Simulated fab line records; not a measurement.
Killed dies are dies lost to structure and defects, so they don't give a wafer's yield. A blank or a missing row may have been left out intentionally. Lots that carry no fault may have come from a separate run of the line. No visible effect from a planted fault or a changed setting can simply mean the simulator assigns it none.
What tool caused it? || flow sky130 || 24 lots with 72 wafers sampled at 2 steps, on a route of 708 steps

== WHAT EACH GAUGE READ, for each wafer ==
SKY_SD_P_OVL_MEAS_08.
{"lot": "L075", "measured": "day 27 07:56", "on": "overlay-02", "SD_P_OVL (nm)": "-1.1 1.4 2.2"}
{"lot": "L078", "measured": "day 27 09:10", "on": "overlay-02", "SD_P_OVL (nm)": "1.6 2.3 0.9"}
{"lot": "L076", "measured": "day 27 13:55", "on": "overlay-01", "SD_P_OVL (nm)": "0.0 0.9 0.3"}
{"lot": "L074", "measured": "day 27 14:28", "on": "overlay-02", "SD_P_OVL (nm)": "1.4 2.3 0.6"}
{"lot": "L077", "measured": "day 27 17:31", "on": "overlay-02", "SD_P_OVL (nm)": "0.2 0.7 2.5"}
{"lot": "L080", "measured": "day 28 02:19", "on": "overlay-01", "SD_P_OVL (nm)": "2.5 3.0 2.1"}
{"lot": "L079", "measured": "day 28 04:11", "on": "overlay-02", "SD_P_OVL (nm)": "-1.0 -2.3 -0.7"}
{"lot": "L081", "measured": "day 28 06:32", "on": "overlay-02", "SD_P_OVL (nm)": "0.5 0.9 -0.1"}
{"lot": "L082", "measured": "day 28 18:35", "on": "overlay-01", "SD_P_OVL (nm)": "-0.6 -1.5 -1.0"}
{"lot": "L083", "measured": "day 29 06:16", "on": "overlay-01", "SD_P_OVL (nm)": "0.1 -0.5 0.2"}
{"lot": "L084", "measured": "day 29 13:04", "on": "overlay-02", "SD_P_OVL (nm)": "-0.9 -2.0 -2.0"}
{"lot": "L085", "measured": "day 29 15:58", "on": "overlay-01", "SD_P_OVL (nm)": "0.2 -0.6 0.7"}
{"lot": "L086", "measured": "day 30 00:44", "on": "overlay-02", "SD_P_OVL (nm)": "-0.4 1.3 1.8"}
{"lot": "L087", "measured": "day 30 07:44", "on": "overlay-02", "SD_P_OVL (nm)": "-2.3 -2.7 -2.7"}
{"lot": "L088", "measured": "day 30 14:04", "on": "overlay-01", "SD_P_OVL (nm)": "-1.1 -3.3 -1.1"}
{"lot": "L089", "measured": "day 31 00:04", "on": "overlay-02", "SD_P_OVL (nm)": "0.7 1.4 0.7"}
{"lot": "L090", "measured": "day 31 10:47", "on": "overlay-01", "SD_P_OVL (nm)": "-3.0 -2.4 -1.2"}
{"lot": "L091", "measured": "day 31 15:37", "on": "overlay-02", "SD_P_OVL (nm)": "0.3 -0.1 1.3"}
{"lot": "L092", "measured": "day 31 22:58", "on": "overlay-02", "SD_P_OVL (nm)": "0.2 0.0 0.1"}
{"lot": "L093", "measured": "day 32 06:19", "on": "overlay-01", "SD_P_OVL (nm)": "-0.1 1.0 0.5"}
{"lot": "L094", "measured": "day 32 18:19", "on": "overlay-02", "SD_P_OVL (nm)": "-2.1 -0.5 -2.6"}
{"lot": "L095", "measured": "day 32 23:35", "on": "overlay-02", "SD_P_OVL (nm)": "0.0 1.3 0.1"}
{"lot": "L096", "measured": "day 33 01:52", "on": "overlay-02", "SD_P_OVL (nm)": "-0.6 0.4 -2.3"}
{"lot": "L097", "measured": "day 33 10:37", "on": "overlay-01", "SD_P_OVL (nm)": "-1.2 -1.2 -2.0"}

SKY_LI_CONTACT_THK_MEAS_23: measures by xrf.
{"lot": "L075", "measured": "day 30 23:05", "on": "film-metro-01", "LI_CONTACT_W_THK (nm)": "403 409 396"}
{"lot": "L078", "measured": "day 31 00:07", "on": "film-metro-04", "LI_CONTACT_W_THK (nm)": "414 409 413"}
{"lot": "L076", "measured": "day 31 04:52", "on": "film-metro-04", "LI_CONTACT_W_THK (nm)": "433 428 429"}
{"lot": "L074", "measured": "day 31 05:29", "on": "film-metro-01", "LI_CONTACT_W_THK (nm)": "413 401 403"}
{"lot": "L077", "measured": "day 31 09:18", "on": "film-metro-04", "LI_CONTACT_W_THK (nm)": "418 425 428"}
{"lot": "L080", "measured": "day 31 17:41", "on": "film-metro-01", "LI_CONTACT_W_THK (nm)": "393 390 389"}
{"lot": "L079", "measured": "day 31 18:05", "on": "film-metro-02", "LI_CONTACT_W_THK (nm)": "407 411 405"}
{"lot": "L081", "measured": "day 31 22:21", "on": "film-metro-01", "LI_CONTACT_W_THK (nm)": "391 393 396"}
{"lot": "L082", "measured": "day 32 07:25", "on": "film-metro-01", "LI_CONTACT_W_THK (nm)": "390 393 399"}
{"lot": "L083", "measured": "day 32 19:00", "on": "film-metro-01", "LI_CONTACT_W_THK (nm)": "397 393 395"}
{"lot": "L084", "measured": "day 33 02:36", "on": "film-metro-04", "LI_CONTACT_W_THK (nm)": "417 417 418"}
{"lot": "L085", "measured": "day 33 04:11", "on": "film-metro-04", "LI_CONTACT_W_THK (nm)": "409 418 412"}
{"lot": "L086", "measured": "day 33 14:38", "on": "film-metro-02", "LI_CONTACT_W_THK (nm)": "407 404 403"}
{"lot": "L087", "measured": "day 33 19:25", "on": "film-metro-01", "LI_CONTACT_W_THK (nm)": "402 401 400"}
{"lot": "L088", "measured": "day 34 00:34", "on": "film-metro-01", "LI_CONTACT_W_THK (nm)": "392 392 394"}
{"lot": "L089", "measured": "day 34 10:50", "on": "film-metro-02", "LI_CONTACT_W_THK (nm)": "420 419 428"}
{"lot": "L090", "measured": "day 34 20:44", "on": "film-metro-04", "LI_CONTACT_W_THK (nm)": "398 414 412"}
{"lot": "L091", "measured": "day 35 01:23", "on": "film-metro-01", "LI_CONTACT_W_THK (nm)": "392 397 391"}
{"lot": "L092", "measured": "day 35 09:50", "on": "film-metro-04", "LI_CONTACT_W_THK (nm)": "408 411 407"}
{"lot": "L093", "measured": "day 35 16:46", "on": "film-metro-01", "LI_CONTACT_W_THK (nm)": "402 395 397"}
{"lot": "L094", "measured": "day 36 04:40", "on": "film-metro-02", "LI_CONTACT_W_THK (nm)": "425 425 412"}
{"lot": "L095", "measured": "day 36 10:10", "on": "film-metro-04", "LI_CONTACT_W_THK (nm)": "431 424 432"}
{"lot": "L096", "measured": "day 36 11:52", "on": "film-metro-01", "LI_CONTACT_W_THK (nm)": "403 403 408"}
{"lot": "L097", "measured": "day 36 20:59", "on": "film-metro-02", "LI_CONTACT_W_THK (nm)": "427 412 420"}

== WHICH TOOL RAN EACH LOT (tool, then ch and the chambers of the sampled wafers, then the start) ==
The record holds no process step before these readings.

== AS READ BY THE TOOLS THEMSELVES (means over the sampled wafers that have a number; for cases with no such wafer, the mark the record gives instead) ==
The record holds no such reading with a usual standard deviation.

== THE ANSWER, worked out from the rows above alone ==
Rule: usual is defined by the lots themselves. The widest of any qualifying gaps counts: lots, ordered by their means at a reading, are off when they make up no more than a third of the lots, leave a main group of 4 or more, and stand apart from it by 3 or more times the standard deviation of that group's means. Not used: any main group whose means are identical at the precision the tables above print for the reading. Also off: a lot with no number at a reading for which 4 or more lots have one. Where the step has rows for the other lots, those lots are counted as sound. Order of review: gauges by route order, followed by the tools' own readings, for which a lot's mean as printed above is used. The first step at which some lot is off is used, and at that step the reading that is off furthest; a lot without a number counts as furthest.
No lot is off at any reading shown: from this, nothing can be told.

== WHAT THE SIMULATOR HAD INSERTED ==
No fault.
